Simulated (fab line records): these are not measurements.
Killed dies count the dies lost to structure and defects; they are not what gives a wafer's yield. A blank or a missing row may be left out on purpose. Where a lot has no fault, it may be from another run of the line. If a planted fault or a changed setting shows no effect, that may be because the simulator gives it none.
Chamber matching    flow gf180mcu    4 sister chambers for GF_V4_CMP_04 on cmp-01
The step polishes SiO2. 8 wafers are shown with their chamber, then 9 later ones without.

== EACH WAFER AND ITS CHAMBER ==
wafer   chamber  motor-current-A (A)  head-pressure-psi (psi)
L868.4  2        8.8                  4.004
L869.1  0        12.0                 4.004
L870.4  2        9.2                  4.015
L872.4  1        11.8                 4.002
L872.5  3        9.1                  3.984
L874.4  1        12.0                 4.000
L874.5  3        9.0                  3.984
L874.6  0        11.3                 4.004

== WAFERS WHOSE CHAMBER IS MISSING ==
wafer   motor-current-A (A)  head-pressure-psi (psi)
L878.1  9.2                  3.993
L878.2  11.4                 4.007
L878.5  9.5                  3.987
L877.1  9.5                  4.017
L877.3  11.3                 4.005
L877.5  11.8                 4.000
L879.1  11.2                 3.986
L879.3  9.6                  3.989
L879.6  11.4                 3.994

== CHAMBER TAKEN BY EACH ==
wafer    from the rows above       in truth
L878.1   can't be placed: 3 or 2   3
L878.2   can't be placed: 0 or 1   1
L878.5   3                         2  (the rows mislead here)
L877.1   2                         2
L877.3   can't be placed: 0 or 1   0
L877.5   can't be placed: 1 or 0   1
L879.1   can't be placed: 1 or 0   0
L879.3   3                         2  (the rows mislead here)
L879.6   can't be placed: 1 or 0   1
Correct placement for 1 of the 9. Cannot be placed on the basis of these rows: 6; the candidates contain the true chamber in 6. 2 placed wrongly.
How it was worked out, from the rows above alone: a wafer's distance from a chamber is the root of the sum, over the readings, of the square of ((its reading less the chamber's mean) divided by the reading's scatter). The wafer belongs to the nearest chamber; if the next one is less than 2 further off, it can't be placed. For every chamber, the mean is computed from those of its wafers that are shown. The scatter: the root of (the sum of the squares of (reading less its chamber's mean) over the shown wafers, divided by (wafers less chambers)).
